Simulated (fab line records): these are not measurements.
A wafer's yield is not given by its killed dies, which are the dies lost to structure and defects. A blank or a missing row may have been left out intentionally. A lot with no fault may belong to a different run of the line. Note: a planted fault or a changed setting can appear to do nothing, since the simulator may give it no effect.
Which tool is to blame? ; flow sky130 ; Sampling: 12 lots, 36 wafers, 3 of 708 route steps

WHAT THE GAUGES READ, wafer by wafer
SKY_VT_ADJUST_LVTN_OVL_MEAS_07.
lot;measured;on;VT_ADJUST_LVTN_OVL (nm)
L790;day 7 02:32;overlay-01;0.3 0.1 -2.0
L794;day 8 07:29;overlay-01;-2.2 -3.6 -0.2
L793;day 8 07:33;overlay-01;-0.3 -0.2 -1.3
L796;day 9 11:55;overlay-01;-1.0 0.7 -2.2
L798;day 9 14:20;overlay-01;-0.2 -1.1 -2.4
L800;day 10 02:49;overlay-01;1.6 -0.1 0.8
L802;day 10 09:35;overlay-02;2.4 0.8 1.3
L803;day 10 11:35;overlay-01;-0.2 0.5 1.4
L810;day 12 10:31;overlay-02;1.8 0.5 -0.2
L809;day 12 11:11;overlay-02;3.2 0.7 1.8
L812;day 12 19:31;overlay-01;-1.3 -1.6 -1.5
L813;day 13 06:55;overlay-01;2.2 -0.6 0.6

SKY_SONOS_TUNNEL_TW_MEAS_12.
lot;measured;on;SONOS_TUNNEL_TW
L790;day 11 16:16;film_metro-04;200.0 199.4 200.1
L794;day 13 02:54;film_metro-03;196.6 196.2 194.9
L793;day 13 04:49;film_metro-02;201.0 201.4 200.4
L796;day 14 12:13;film_metro-04;197.8 198.2 198.6
L798;day 14 16:26;film_metro-02;200.8 201.1 201.7
L800;day 15 04:42;film_metro-03;197.5 197.0 198.1
L802;day 15 13:24;film_metro-02;159.4 160.5 161.1
L803;day 15 16:36;film_metro-03;157.5 158.6 159.0
L810;day 18 01:03;film_metro-03;197.5 196.2 196.7
L809;day 18 01:34;film_metro-03;197.6 196.9 197.6
L812;day 18 12:33;film_metro-03;197.7 197.1 197.6
L813;day 19 02:14;film_metro-03;194.9 194.8 194.3

WHICH TOOL RAN EACH LOT (tool, then ch and the chambers of the sampled wafers, then the start)
lot;SKY_SONOS_TUNNEL_IMPLANT_09
L790;implanter-03 ch 0, day 11 15:55
L794;implanter-04 ch 0, day 13 02:31
L793;implanter-04 ch 0, day 13 04:28
L796;implanter-01 ch 0, day 14 11:34
L798;implanter-03 ch 0, day 14 16:02
L800;implanter-04 ch 0, day 15 04:19
L802;implanter-04 ch 0, day 15 13:01
L803;implanter-04 ch 0, day 15 16:10
L810;implanter-01 ch 0, day 18 00:38
L809;implanter-03 ch 0, day 18 01:08
L812;implanter-01 ch 0, day 18 11:58
L813;implanter-04 ch 0, day 19 01:50
- SKY_SONOS_TUNNEL_IMPLANT_09

AS READ BY THE TOOLS THEMSELVES (means over the sampled wafers that have a number; for cases with no such wafer, the mark the record gives instead)
SKY_SONOS_TUNNEL_IMPLANT_09.
lot;tool;dose_ions_cm2;faraday_current_uA
L790;implanter-03;9.996e+11;5.67
L794;implanter-04;9.982e+11;5.62
L793;implanter-04;1.000e+12;5.64
L796;implanter-01;9.999e+11;5.59
L798;implanter-03;9.999e+11;5.71
L800;implanter-04;1.000e+12;5.62
L802;implanter-04;4.472e+11;2.51
L803;implanter-04;4.470e+11;2.52
L810;implanter-01;9.998e+11;5.74
L809;implanter-03;9.999e+11;5.66
L812;implanter-01;9.997e+11;5.64
L813;implanter-04;9.993e+11;5.67

THE ANSWER, worked out from the rows above alone
Rule: usual is defined by the lots themselves. The widest of any qualifying gaps counts: lots, ordered by their means at a reading, are off when they make up no more than a third of the lots, leave a main group of 4 or more, and stand apart from it by 3 or more times the standard deviation of that group's means. If all means in a main group match to the digits the tables above print for the reading, that group is not used. A lot without any number at a reading at which 4 lots or more have one is off too. Where the step has rows for the other lots, those lots are counted as sound. After the gauges, taken in route order, come the tools' own readings; for these a lot's mean is taken, as printed above. The first step at which some lot is off is used, and at that step the reading that is off furthest; a lot without a number counts as furthest.
Off: at SKY_SONOS_TUNNEL_TW_MEAS_12 (SONOS_TUNNEL_TW), L802, L803. Main group: mean 198.0, sd 2.
A tool fits if, at a process step before that reading, it ran every lot that is off, and no sound lot after the first of them. Not tried: the gauges at SKY_SONOS_TUNNEL_TW_MEAS_12; whatever is off there is also off at SKY_SONOS_TUNNEL_IMPLANT_09, on other tools, and gauge error can't account for it. Not one of the candidates tried fits.

WHAT THE SIMULATOR PUT IN
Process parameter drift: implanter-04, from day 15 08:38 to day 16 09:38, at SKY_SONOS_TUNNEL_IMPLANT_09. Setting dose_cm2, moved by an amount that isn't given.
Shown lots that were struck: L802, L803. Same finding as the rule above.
